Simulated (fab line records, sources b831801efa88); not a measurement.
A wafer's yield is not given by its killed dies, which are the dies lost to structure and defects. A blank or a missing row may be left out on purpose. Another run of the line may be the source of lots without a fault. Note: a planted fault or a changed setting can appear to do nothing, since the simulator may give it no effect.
fab line records	flow sky130
record lots=12	wafers=36	last-day=51
route steps=708 shown FIELD_ISO@16 NWELL@34 PWDE@84 PAD_OPEN@708
lots that met no fault: taken from a fault-free run of the same line
start-h: hours from the record's first day to the start of the lot's first wafer shown	wait-h: time in hours since the lot's previous step	" identical to the entry in the row above	L1.1+2: a row that stands for several wafers	- either no value or no given start	* or withheld: withheld	< > ~ a bound
route shown NAME@n: a module of which the file shows steps, and the number in the route of the first	usual: mean/standard deviation taken from wafers without a fault	same: alike in all rows	chamber/n: place in a boat	sites: per-site readings	_std_site: the standard deviation of these	_edge_site: mean of outer sites minus mean of inner sites	radius-mm: how far each site lies from the wafer's centre	mask NAME#n: copy n	behind: the last tool/chamber to shape the wafer	hold: the reason the lot was held/the length of the hold in hours/how it ended	device: the n, p or np transistor that did not switch	end of line: tests run on the same wafers once the route is complete	where a step has no rows: the recipe by itself	killed: at the first sort, the dies lost to defects and structure; wafer yield is something else	map: per-die view of a wafer (x killed, . not killed, _ where there is no die)
set.NAME: the setting that was run; set.NAME@STEP: the one run at that earlier step	model.NAME: the simulator's own value behind a step, which no gauge read
the route's steps for a sample of lots (tables are steps, rows are wafers)
services: the hour from which a tool's chamber was out of use, counted from the record's first day as start-h (under 0 if before that day), plus the number of hours and why
## steps
# step SKY_FIELD_ISO_ETCH_15
# recipe chemistry=CHF3/O2	target-depth-nm=180	stop-on=Si	source-w=600	bias-w=200	pressure-mtorr=40	chf3-flow-sccm=50	O2_flow_sccm=5	time-s=72
# usual drypump-motor-current-A=5.6/0.43	oes-product-au=0.949/0.0072	throttle-valve-pct=8.846/0.01
lot.wafer	tool	chamber	start-h	wait-h	drypump-motor-current-A	oes-product-au	rf-hours-counter-h	throttle-valve-pct
L703.1	rie-diel-04	0	30.74	0.0	5.5	0.938	119	8.860
L703.3	"	3	"	"	6.0	0.934	128	8.826
L703.5	"	2	"	"	5.8	0.942	-	8.833
L704.1	rie-diel-04	0	32.69	0.0	5.4	0.949	119	8.851
L704.2	"	2	"	"	5.7	0.954	160	8.846
L704.4	"	1	"	"	5.7	0.964	67	8.857
L708.1	rie-diel-04	1	54.94	0.0	5.7	0.939	68	8.837
L708.3	"	3	"	"	6.0	0.941	128	8.832
L708.5	"	1	"	"	5.7	0.929	-	8.822
L712.1	rie-diel-01	1	76.14	0.0	5.6	0.951	3	8.848
L712.4	"	0	"	"	6.5	0.957	129	8.856
L712.6	"	0	"	"	6.5	0.953	-	8.845
L713.4	rie-diel-03	3	80.23	0.0	5.7	0.942	147	8.840
L713.5	"	1	"	"	4.7	0.944	-	8.835
L713.6	"	0	"	"	5.5	0.940	-	8.848
L714.2	rie-diel-03	0	88.25	0.0	5.4	0.945	0	8.857
L714.4	"	1	"	"	4.7	0.948	106	8.854
L714.6	"	3	"	"	5.7	0.951	-	8.854
L715.1	rie-diel-03	2	92.30	0.0	5.7	0.942	37	8.844
L715.2	"	0	"	"	5.5	0.946	0	8.843
L715.3	"	3	"	"	5.7	0.951	148	8.864
L716.2	rie-diel-03	3	95.64	0.0	5.7	0.964	148	8.851
L716.5	"	2	"	"	5.7	0.954	-	8.857
L716.6	"	3	"	"	5.7	0.946	-	8.860
L717.3	rie-diel-01	1	103.14	0.0	5.6	0.953	4	8.845
L717.4	"	2	"	"	6.3	0.949	54	8.857
L717.6	"	0	"	"	6.5	0.950	-	8.866
L719.1	rie-diel-04	0	115.14	0.0	5.5	0.950	120	8.851
L719.5	"	2	"	"	5.8	0.956	-	8.850
L719.6	"	1	"	"	5.7	0.955	-	8.852
L724.1	rie-diel-03	2	140.50	0.0	5.7	0.956	38	8.863
L724.2	"	3	"	"	5.7	0.941	149	8.845
L724.5	"	0	"	"	5.5	0.942	-	8.834
L726.1	rie-diel-03	2	148.89	0.0	5.7	0.954	38	8.846
L726.2	"	0	"	"	5.5	0.944	1	8.849
L726.6	"	1	"	"	4.7	0.930	-	8.859
# step SKY_NWELL_THK_MEAS_02
# recipe reads=SiO2_of_NWELL_OXIDATION_01
# usual NWELL_OXIDATION_THK=10.03/0.18
lot.wafer	tool	chamber	start-h	wait-h	NWELL_OXIDATION_THK[nm]
L703.1	film-metro-01	-	39.18	0.0	10.01
L703.3	"	-	"	"	9.96
L703.5	"	-	"	"	10.06
L704.1	film-metro-01	-	42.98	0.0	10.25
L704.2	"	-	"	"	10.18
L704.4	"	-	"	"	10.27
L708.1	film-metro-04	-	61.80	0.0	10.05
L708.3	"	-	"	"	10.14
L708.5	"	-	"	"	10.14
L712.1	film-metro-03	-	88.06	0.0	9.88
L712.4	"	-	"	"	9.99
L712.6	"	-	"	"	9.92
L713.4	film-metro-04	-	97.45	0.0	10.13
L713.5	"	-	"	"	9.98
L713.6	"	-	"	"	10.06
L715.1	film-metro-04	-	104.50	0.0	9.96
L715.2	"	-	"	"	10.00
L715.3	"	-	"	"	10.12
L714.2	film-metro-01	-	104.51	0.0	10.25
L714.4	"	-	"	"	10.23
L714.6	"	-	"	"	10.24
L716.2	film-metro-01	-	107.84	0.0	10.19
L716.5	"	-	"	"	10.11
L716.6	"	-	"	"	10.30
L717.3	film-metro-01	-	114.92	0.0	9.78
L717.4	"	-	"	"	9.85
L717.6	"	-	"	"	9.91
L719.1	film-metro-03	-	122.85	0.0	10.03
L719.5	"	-	"	"	10.10
L719.6	"	-	"	"	9.93
L724.1	film-metro-04	-	148.03	0.0	10.33
L724.2	"	-	"	"	10.09
L724.5	"	-	"	"	10.32
L726.1	film-metro-01	-	156.95	0.0	9.63
L726.2	"	-	"	"	9.58
L726.6	"	-	"	"	9.77
# step SKY_NWELL_IMPLANT_13
# recipe species=P	energy-kev=50	dose-cm2=7e+11	tilt-deg=withheld
# usual dose-ions-cm2=7e+11/8e+08	faraday-current-uA=3.94/0.068
lot.wafer	tool	chamber	start-h	wait-h	dose-ions-cm2	faraday-current-uA
L703.1	implanter-02	0	89.72	0.1	6.994e+11	3.89
L703.3	"	0	"	"	6.996e+11	3.94
L703.5	"	0	"	"	6.991e+11	4.04
L704.1	implanter-02	0	93.37	0.1	6.996e+11	3.82
L704.2	"	0	"	"	7.004e+11	3.99
L704.4	"	0	"	"	7.004e+11	4.01
L708.1	implanter-01	0	112.12	0.1	6.988e+11	3.83
L708.3	"	0	"	"	7.002e+11	3.93
L708.5	"	0	"	"	6.994e+11	4.05
L712.1	implanter-02	0	139.72	0.1	6.983e+11	3.94
L712.4	"	0	"	"	6.986e+11	3.86
L712.6	"	0	"	"	6.986e+11	3.96
L713.4	implanter-02	0	153.24	0.1	6.989e+11	3.97
L713.5	"	0	"	"	6.987e+11	3.93
L713.6	"	0	"	"	6.99e+11	3.85
L714.2	implanter-01	0	160.95	0.1	2.583e+11	1.44
L714.4	"	0	"	"	2.566e+11	1.44
L714.6	"	0	"	"	2.57e+11	1.46
L715.1	implanter-04	0	161.27	0.1	6.996e+11	3.87
L715.2	"	0	"	"	6.991e+11	4.02
L715.3	"	0	"	"	6.992e+11	3.94
L716.2	implanter-01	0	165.45	0.1	2.581e+11	1.39
L716.5	"	0	"	"	2.577e+11	1.46
L716.6	"	0	"	"	2.584e+11	1.50
L717.3	implanter-02	0	173.47	0.1	6.999e+11	3.91
L717.4	"	0	"	"	7.001e+11	3.99
L717.6	"	0	"	"	7.002e+11	4.03
L719.1	implanter-04	0	182.72	0.1	7.002e+11	3.91
L719.5	"	0	"	"	7.005e+11	3.97
L719.6	"	0	"	"	6.988e+11	3.99
L724.1	implanter-02	0	209.77	0.1	7.004e+11	3.99
L724.2	"	0	"	"	7e+11	4.09
L724.5	"	0	"	"	7.007e+11	3.91
L726.1	implanter-04	0	219.92	0.1	7.013e+11	4.09
L726.2	"	0	"	"	7.004e+11	3.82
L726.6	"	0	"	"	7.012e+11	3.97
# step SKY_NWELL_RS_MEAS_29
# recipe thk-meas-gauge=four-point-probe
# usual NWELL_RS=624.8/1.5
lot.wafer	tool	chamber	start-h	wait-h	hold	NWELL_RS[ohm/sq]
L703.1	film-metro-04	-	107.09	0.1	-	626.4
L703.3	"	-	"	"	-	627.7
L703.5	"	-	"	"	-	624.4
L704.1	film-metro-03	-	111.63	0.1	-	625.2
L704.2	"	-	"	"	-	623.9
L704.4	"	-	"	"	-	625.4
L708.1	film-metro-03	-	130.18	0.1	-	624.5
L708.3	"	-	"	"	-	623.5
L708.5	"	-	"	"	-	623.7
L712.1	film-metro-04	-	160.38	0.1	-	622.8
L712.4	"	-	"	"	-	622.8
L712.6	"	-	"	"	-	624.1
L713.4	film-metro-01	-	174.00	0.1	-	623.2
L713.5	"	-	"	"	-	624.9
L713.6	"	-	"	"	-	622.7
L714.2	film-metro-01	-	182.50	0.1	await-dispo/0.2h/release	640.1
L714.4	"	-	"	"	await-dispo/0.2h/release	639.4
L714.6	"	-	"	"	await-dispo/0.2h/release	642.2
L714.2	film-metro-01	-	182.86	0.3	-	641.3
L714.4	"	-	"	"	-	642.5
L714.6	"	-	"	"	-	643.0
L715.1	film-metro-04	-	182.74	0.1	-	623.5
L715.2	"	-	"	"	-	623.2
L715.3	"	-	"	"	-	623.1
L716.2	film-metro-04	-	186.35	0.1	await-dispo/0.2h/release	641.0
L716.5	"	-	"	"	await-dispo/0.2h/release	642.4
L716.6	"	-	"	"	await-dispo/0.2h/release	641.1
L716.2	film-metro-04	-	186.71	0.3	-	640.5
L716.5	"	-	"	"	-	641.9
L716.6	"	-	"	"	-	641.5
L717.3	film-metro-01	-	195.23	0.1	-	622.8
L717.4	"	-	"	"	-	623.1
L717.6	"	-	"	"	-	624.0
L719.1	film-metro-04	-	203.49	0.1	-	625.8
L719.5	"	-	"	"	-	624.5
L719.6	"	-	"	"	-	624.0
L724.1	film-metro-01	-	233.53	0.1	-	624.2
L724.2	"	-	"	"	-	624.2
L724.5	"	-	"	"	-	624.5
L726.1	film-metro-03	-	243.93	0.1	-	624.8
L726.2	"	-	"	"	-	624.8
L726.6	"	-	"	"	-	625.7
# step SKY_NWELL_RS_MEAS_31
# recipe thk-meas-gauge=four-point-probe
# usual PWDE_RS=5273/18
lot.wafer	tool	chamber	start-h	wait-h	PWDE_RS[ohm/sq]
L703.1	film-metro-04	-	107.33	0.1	5264
L703.3	"	-	"	"	5283
L703.5	"	-	"	"	5259
L704.1	film-metro-03	-	111.87	0.1	5274
L704.2	"	-	"	"	5270
L704.4	"	-	"	"	5284
L708.1	film-metro-03	-	130.42	0.1	5277
L708.3	"	-	"	"	5295
L708.5	"	-	"	"	5285
L712.1	film-metro-04	-	160.62	0.1	5276
L712.4	"	-	"	"	5276
L712.6	"	-	"	"	5279
L713.4	film-metro-01	-	174.24	0.1	5246
L713.5	"	-	"	"	5242
L713.6	"	-	"	"	5264
L715.1	film-metro-04	-	182.98	0.1	5234
L715.2	"	-	"	"	5256
L715.3	"	-	"	"	5252
L714.2	film-metro-01	-	184.75	0.1	5266
L714.4	"	-	"	"	5264
L714.6	"	-	"	"	5250
L716.2	film-metro-04	-	188.31	0.2	5266
L716.5	"	-	"	"	5252
L716.6	"	-	"	"	5251
L717.3	film-metro-01	-	195.47	0.1	5288
L717.4	"	-	"	"	5298
L717.6	"	-	"	"	5278
L719.1	film-metro-04	-	203.73	0.1	5274
L719.5	"	-	"	"	5270
L719.6	"	-	"	"	5257
L724.1	film-metro-01	-	233.77	0.1	5253
L724.2	"	-	"	"	5270
L724.5	"	-	"	"	5252
L726.1	film-metro-03	-	244.17	0.1	5294
L726.2	"	-	"	"	5287
L726.6	"	-	"	"	5292
# step SKY_PAD_OPEN_PROBE_99
# usual killed_at_M0_to_M3=42/7.3	killed_at_M4_up=3.4/2	killed-at-contacts=24/5.6	killed-at-front-end=16/4.5	killed-at-other=0.2/0.51	killed-dies=86/9.8	killed-open=46/7	killed-short=40/6.7
# same gross-dies=492	killed-at-back-side=0
lot.wafer	tool	chamber	start-h	wait-h	killed_at_M0_to_M3	killed_at_M4_up	killed-at-contacts	killed-at-front-end	killed-at-other	killed-dies	killed-open	killed-short
L704.1	prober-01	-	1099.95	0.1	49	1	21	11	0	82	44	38
L704.2	prober-01	-	1100.00	0.1	51	0	15	12	0	78	38	40
L704.4	prober-01	-	1100.10	0.2	49	3	15	13	1	81	42	39
L708.1	prober-02	-	1102.95	0.1	46	2	25	22	0	95	50	45
L708.3	prober-02	-	1103.05	0.2	37	8	16	16	1	78	39	37
L708.5	prober-02	-	1103.15	0.2	31	3	34	16	1	85	48	37
L703.1	prober-02	-	1103.25	0.3	45	2	26	12	0	85	43	42
L703.3	prober-02	-	1103.35	0.3	42	4	21	20	0	87	42	45
L703.5	prober-02	-	1103.45	0.4	38	2	24	10	0	74	41	33
L712.1	prober-02	-	1125.24	0.1	38	2	22	12	0	74	44	30
L712.4	prober-02	-	1125.39	0.2	40	3	28	20	3	94	46	45
L712.6	prober-02	-	1125.49	0.2	39	2	38	16	2	97	60	35
L713.4	prober-01	-	1127.95	0.2	34	2	28	20	0	84	39	45
L713.5	prober-01	-	1128.00	0.2	35	5	24	19	0	83	43	40
L713.6	prober-01	-	1128.05	0.2	55	0	32	15	0	102	52	50
L715.1	prober-02	-	1210.01	0.1	23	3	29	22	0	77	44	33
L715.2	prober-02	-	1210.06	0.1	34	2	27	19	0	82	44	38
L715.3	prober-02	-	1210.11	0.2	49	6	18	23	0	96	44	51
L716.2	prober-02	-	1211.56	0.1	37	3	28	13	0	81	44	37
L716.5	prober-02	-	1211.71	0.2	42	3	27	18	0	90	51	39
L716.6	prober-02	-	1211.76	0.2	34	0	34	13	0	81	47	34
L717.3	prober-01	-	1211.61	0.2	54	4	30	16	0	104	56	46
L717.4	prober-01	-	1211.66	0.2	53	3	22	9	0	87	41	45
L717.6	prober-01	-	1211.76	0.2	43	4	18	26	0	91	51	39
L714.2	prober-01	-	1213.06	0.1	28	6	26	16	1	77	42	35
L714.4	prober-01	-	1213.16	0.2	47	7	28	9	0	91	46	44
L714.6	prober-01	-	1213.26	0.2	48	5	25	14	0	92	46	46
L724.1	prober-01	-	1213.31	0.4	48	0	18	18	0	84	47	37
L724.2	prober-01	-	1213.36	0.4	51	5	19	11	0	86	47	39
L724.5	prober-01	-	1213.51	0.5	29	2	25	9	0	65	35	30
L719.1	prober-02	-	1214.51	0.1	28	1	31	12	0	72	40	32
L719.5	prober-02	-	1214.71	0.2	43	3	23	12	0	81	42	39
L719.6	prober-02	-	1214.76	0.2	43	3	25	17	0	88	51	37
L726.1	prober-02	-	1218.28	0.1	42	3	21	26	0	92	40	52
L726.2	prober-02	-	1218.33	0.1	48	4	29	19	0	100	49	50
L726.6	prober-02	-	1218.53	0.2	52	1	19	15	0	87	49	38
# killed by level:class
L704.1 VIA1:geometric-particle:open=13 METAL1:geometric-particle:short=8 VIA3:geometric-particle:open=8 CONTACT:geometric-particle:open=6 LI_CONTACT:geometric-particle:open=5 FIELD_ISO:geometric-particle:short=4 LOCAL_INTERCONNECT:geometric-particle:short=4 METAL2:geometric-particle:short=4
L704.2 VIA1:geometric-particle:open=14 VIA3:geometric-particle:open=13 VIA3:geometric-particle:short=6 SPACER:geometric-particle:short=5 METAL1:geometric-particle:short=5 METAL2:geometric-particle:short=5 VIA1:geometric-particle:short=4 LOCAL_INTERCONNECT:geometric-particle:short=4
L704.4 VIA1:geometric-particle:open=13 VIA3:geometric-particle:open=8 LI_CONTACT:geometric-particle:open=6 VIA3:geometric-particle:short=6 METAL2:geometric-particle:short=6 CONTACT:geometric-particle:short=4 METAL1:geometric-particle:short=4 VIA2:geometric-particle:open=4
L708.1 VIA1:geometric-particle:open=11 VIA2:geometric-particle:open=10 POLY_GATE:geometric-particle:open=7 CONTACT:geometric-particle:open=7 FIELD_ISO:geometric-particle:short=6 LI_CONTACT:geometric-particle:open=6 LOCAL_INTERCONNECT:geometric-particle:short=5 METAL1:geometric-particle:short=5
L708.3 VIA2:geometric-particle:open=9 METAL4:geometric-particle:short=6 CONTACT:geometric-particle:open=5 VIA1:geometric-particle:open=5 POLY_GATE:geometric-particle:short=4 LI_CONTACT:geometric-particle:open=4 LOCAL_INTERCONNECT:geometric-particle:short=4 METAL1:geometric-particle:short=4
L708.5 CONTACT:geometric-particle:open=17 LOCAL_INTERCONNECT:geometric-particle:short=7 VIA3:geometric-particle:open=7 METAL2:geometric-particle:short=5 VIA2:geometric-particle:open=4 FIELD_ISO:geometric-particle:open=4 POLY_GATE:geometric-particle:open=4 VIA1:geometric-particle:open=4
L703.1 VIA1:geometric-particle:open=13 CONTACT:geometric-particle:open=11 CONTACT:geometric-particle:short=6 VIA1:geometric-particle:short=6 POLY_GATE:geometric-particle:short=5 METAL2:geometric-particle:short=5 LI_CONTACT:geometric-particle:open=4 LOCAL_INTERCONNECT:geometric-particle:short=4
L703.3 VIA1:geometric-particle:open=10 CONTACT:geometric-particle:open=9 VIA3:geometric-particle:open=7 CONTACT:geometric-particle:short=6 METAL1:geometric-particle:short=6 METAL2:geometric-particle:short=6 FIELD_ISO:geometric-particle:short=5 POLY_GATE:geometric-particle:open=4
L703.5 CONTACT:geometric-particle:open=17 METAL2:geometric-particle:short=9 VIA1:geometric-particle:open=9 VIA1:geometric-particle:short=6 POLY_GATE:geometric-particle:short=4 LI_CONTACT:geometric-particle:open=4 VIA3:geometric-particle:short=3 METAL1:geometric-particle:short=3
L712.1 VIA1:geometric-particle:open=9 CONTACT:geometric-particle:open=9 VIA3:geometric-particle:open=7 FIELD_ISO:geometric-particle:open=4 LOCAL_INTERCONNECT:geometric-particle:short=4 CONTACT:geometric-particle:short=4 METAL2:geometric-particle:short=4 SPACER:geometric-particle:open=3
L712.4 CONTACT:geometric-particle:open=13 VIA2:geometric-particle:open=8 VIA1:geometric-particle:short=6 METAL2:geometric-particle:short=6 VIA3:geometric-particle:open=5 FIELD_ISO:geometric-particle:open=4 POLY_GATE:geometric-particle:open=4 LOCAL_INTERCONNECT:geometric-particle:short=4
L712.6 CONTACT:geometric-particle:open=18 VIA1:geometric-particle:open=11 CONTACT:geometric-particle:short=7 VIA2:geometric-particle:open=6 LI_CONTACT:geometric-particle:open=5 METAL1:geometric-particle:short=5 FIELD_ISO:geometric-particle:open=4 POLY_GATE:geometric-particle:open=4
L713.4 CONTACT:geometric-particle:short=9 CONTACT:geometric-particle:open=8 VIA1:geometric-particle:open=8 FIELD_ISO:geometric-particle:short=6 METAL2:geometric-particle:short=6 VIA3:geometric-particle:open=6 FIELD_ISO:geometric-particle:open=4 POLY_GATE:geometric-particle:open=4
L713.5 LI_CONTACT:geometric-particle:open=13 FIELD_ISO:geometric-particle:short=6 VIA2:geometric-particle:open=6 CONTACT:geometric-particle:open=5 METAL2:geometric-particle:short=5 FIELD_ISO:geometric-particle:open=4 POLY_GATE:geometric-particle:short=4 METAL1:geometric-particle:short=4
L713.6 VIA3:geometric-particle:open=11 LI_CONTACT:geometric-particle:open=10 METAL1:geometric-particle:short=10 METAL2:geometric-particle:short=10 CONTACT:geometric-particle:open=9 VIA1:geometric-particle:open=9 CONTACT:geometric-particle:short=6 FIELD_ISO:geometric-particle:open=4
L715.1 LI_CONTACT:geometric-particle:open=10 CONTACT:geometric-particle:open=9 FIELD_ISO:geometric-particle:open=6 VIA2:geometric-particle:open=6 POLY_GATE:geometric-particle:short=5 FIELD_ISO:geometric-particle:short=4 CONTACT:geometric-particle:short=4 VIA1:geometric-particle:open=4
L715.2 METAL2:geometric-particle:short=10 LI_CONTACT:geometric-particle:open=9 CONTACT:geometric-particle:open=6 VIA1:geometric-particle:open=6 VIA3:geometric-particle:open=6 LOCAL_INTERCONNECT:geometric-particle:short=5 POLY_GATE:geometric-particle:open=4 POLY_GATE:geometric-particle:short=3
L715.3 VIA1:geometric-particle:open=14 METAL2:geometric-particle:short=11 POLY_GATE:geometric-particle:short=9 VIA3:geometric-particle:open=8 LI_CONTACT:geometric-particle:open=5 LOCAL_INTERCONNECT:geometric-particle:short=5 VIA2:geometric-particle:short=4 FIELD_ISO:geometric-particle:open=3
L716.2 VIA1:geometric-particle:open=11 LOCAL_INTERCONNECT:geometric-particle:short=7 CONTACT:geometric-particle:open=7 LI_CONTACT:geometric-particle:open=6 CONTACT:geometric-particle:short=6 FIELD_ISO:geometric-particle:short=4 VIA2:geometric-particle:open=4 METAL2:geometric-particle:short=4
L717.3 METAL1:geometric-particle:short=12 CONTACT:geometric-particle:open=11 VIA1:geometric-particle:open=9 LI_CONTACT:geometric-particle:open=8 VIA3:geometric-particle:open=8 VIA3:geometric-particle:short=7 VIA1:geometric-particle:short=5 POLY_GATE:geometric-particle:open=4
L717.4 METAL2:geometric-particle:short=11 VIA1:geometric-particle:short=10 VIA2:geometric-particle:open=9 VIA1:geometric-particle:open=8 CONTACT:geometric-particle:short=7 VIA3:geometric-particle:open=7 LI_CONTACT:geometric-particle:open=6 CONTACT:geometric-particle:open=4
L716.5 CONTACT:geometric-particle:open=10 VIA1:geometric-particle:open=10 METAL1:geometric-particle:short=8 LI_CONTACT:geometric-particle:open=7 VIA2:geometric-particle:open=7 FIELD_ISO:geometric-particle:open=5 CONTACT:geometric-particle:short=5 METAL2:geometric-particle:short=5
L716.6 VIA1:geometric-particle:open=14 CONTACT:geometric-particle:open=13 CONTACT:geometric-particle:short=8 LI_CONTACT:geometric-particle:open=7 LI_CONTACT:geometric-particle:short=4 FIELD_ISO:geometric-particle:open=3 METAL1:geometric-particle:short=3 VIA2:geometric-particle:open=3
L717.6 METAL2:geometric-particle:short=11 VIA1:geometric-particle:open=10 FIELD_ISO:geometric-particle:open=9 CONTACT:geometric-particle:open=9 POLY_GATE:geometric-particle:short=4 POLY_GATE:geometric-particle:open=4 VIA1:geometric-particle:short=4 VIA3:geometric-particle:open=4
L714.2 LI_CONTACT:geometric-particle:open=8 CONTACT:geometric-particle:open=8 VIA1:geometric-particle:open=8 VIA2:geometric-particle:open=7 POLY_GATE:geometric-particle:short=6 CONTACT:geometric-particle:short=5 FIELD_ISO:geometric-particle:short=4 POLY_GATE:geometric-particle:open=4
L714.4 VIA1:geometric-particle:open=11 VIA3:geometric-particle:open=9 LI_CONTACT:geometric-particle:open=7 VIA2:geometric-particle:open=7 LOCAL_INTERCONNECT:geometric-particle:short=6 LI_CONTACT:geometric-particle:short=5 CONTACT:geometric-particle:short=5 CONTACT:geometric-particle:open=4
L714.6 CONTACT:geometric-particle:open=11 VIA2:geometric-particle:open=10 LI_CONTACT:geometric-particle:open=8 VIA1:geometric-particle:short=6 VIA1:geometric-particle:open=6 METAL2:geometric-particle:short=6 VIA3:geometric-particle:short=6 METAL1:geometric-particle:short=5
L724.1 VIA1:geometric-particle:open=13 FIELD_ISO:geometric-particle:open=7 CONTACT:geometric-particle:open=7 VIA2:geometric-particle:open=7 METAL1:geometric-particle:short=6 METAL2:geometric-particle:short=5 POLY_GATE:geometric-particle:open=4 VIA1:geometric-particle:short=4
L724.2 METAL2:geometric-particle:short=11 VIA2:geometric-particle:open=10 CONTACT:geometric-particle:open=9 VIA1:geometric-particle:short=7 METAL1:geometric-particle:short=7 VIA3:geometric-particle:open=6 LI_CONTACT:geometric-particle:open=5 VIA1:geometric-particle:open=5
L724.5 VIA1:geometric-particle:open=8 LOCAL_INTERCONNECT:geometric-particle:short=7 CONTACT:geometric-particle:open=7 LI_CONTACT:geometric-particle:open=5 CONTACT:geometric-particle:short=4 VIA1:geometric-particle:short=4 METAL2:geometric-particle:short=4 VIA3:geometric-particle:open=4
L719.1 LI_CONTACT:geometric-particle:open=11 CONTACT:geometric-particle:open=8 VIA1:geometric-particle:open=8 LOCAL_INTERCONNECT:geometric-particle:short=4 CONTACT:geometric-particle:short=4 METAL1:geometric-particle:short=4 FIELD_ISO:geometric-particle:open=3 LI_CONTACT:geometric-particle:short=3
L719.5 VIA3:geometric-particle:open=9 CONTACT:geometric-particle:open=9 VIA1:geometric-particle:open=9 VIA3:geometric-particle:short=5 METAL2:geometric-particle:short=5 VIA2:geometric-particle:open=5 LI_CONTACT:geometric-particle:short=4 LOCAL_INTERCONNECT:geometric-particle:short=4
L719.6 VIA1:geometric-particle:open=12 METAL2:geometric-particle:short=9 LI_CONTACT:geometric-particle:open=8 LOCAL_INTERCONNECT:geometric-particle:short=6 CONTACT:geometric-particle:open=6 VIA2:geometric-particle:open=5 VIA3:geometric-particle:short=5 VIA3:geometric-particle:open=5
L726.1 VIA1:geometric-particle:open=9 METAL3:geometric-particle:short=7 POLY_GATE:geometric-particle:short=7 LI_CONTACT:geometric-particle:open=7 FIELD_ISO:geometric-particle:short=5 CONTACT:geometric-particle:open=5 VIA3:geometric-particle:open=5 METAL1:geometric-particle:short=5
L726.2 VIA1:geometric-particle:open=12 METAL2:geometric-particle:short=10 VIA1:geometric-particle:short=9 FIELD_ISO:geometric-particle:short=7 LI_CONTACT:geometric-particle:open=7 CONTACT:geometric-particle:short=7 CONTACT:geometric-particle:open=6 POLY_GATE:geometric-particle:open=5
L726.6 VIA1:geometric-particle:open=16 VIA3:geometric-particle:open=9 FIELD_ISO:geometric-particle:short=7 LI_CONTACT:geometric-particle:open=6 CONTACT:geometric-particle:open=5 VIA1:geometric-particle:short=5 METAL2:geometric-particle:short=5 VIA2:geometric-particle:open=5
## services
tool	chamber	start-h	hours	kind
rie-diel-04	1	16.48	7.7	repair
implanter-01	-	39.73	0.5	repair
implanter-04	-	41.02	2.6	pm
rie-diel-03	0	49.43	-	clean
rie-diel-03	0	49.43	24.7	scheduled-down
rie-diel-03	0	49.43	24.7	vent-cycle
rie-diel-04	0	76.87	16.4	repair
implanter-04	-	111.22	1.6	repair
rie-diel-04	2	120.32	-	clean
rie-diel-04	2	120.32	20.7	scheduled-down
rie-diel-04	2	120.32	20.7	vent-cycle
rie-diel-03	1	140.14	7.4	repair
implanter-01	-	150.38	5.6	pm
rie-diel-04	3	154.82	18.6	repair
rie-diel-04	2	166.05	6.5	repair
rie-diel-04	-	174.13	0.6	repair
implanter-04	-	187.24	8.6	repair
rie-diel-03	3	190.10	-	clean
rie-diel-03	3	190.10	15.1	scheduled-down
rie-diel-03	3	190.10	15.1	vent-cycle
implanter-04	-	197.06	4.2	pm
## key
first-sign step=SKY_NWELL_IMPLANT_13	reading=dose-ions-cm2	direction=down	sigmas=99+	usual=*	struck=*
effect step=SKY_NWELL_IMPLANT_13	reading=faraday-current-uA	direction=down	sigmas=37	usual=3.94	struck=1.45
effect step=SKY_NWELL_RS_MEAS_29	reading=visit	direction=added
effect step=SKY_NWELL_RS_MEAS_29	reading=NWELL_RS	direction=up	sigmas=11	usual=624.8	struck=641.0
met-at SKY_NWELL_IMPLANT_13
struck-lots L714,L716
tester-left-out L714,L716
not-acting-at SKY_FIELD_ISO_ETCH_15,SKY_NWELL_THK_MEAS_02,SKY_NWELL_RS_MEAS_31
onset-between 112.12 160.95
fault kind=process-parameter-drift	tool=implanter-01	chamber=-	onset-h=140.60	steps=SKY_NWELL_IMPLANT_13	channel=dose-cm2	offset=*	shape=step	end-h=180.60	acts-in=*	stated=*
# tester-left-out: of these lots the tester's yield and bins aren't shown, on N5 and GAA mostly nor the transistor test; their killed dies are dies lost to structure and defects alone, not to doping, threshold or leakage, so they don't give the yield
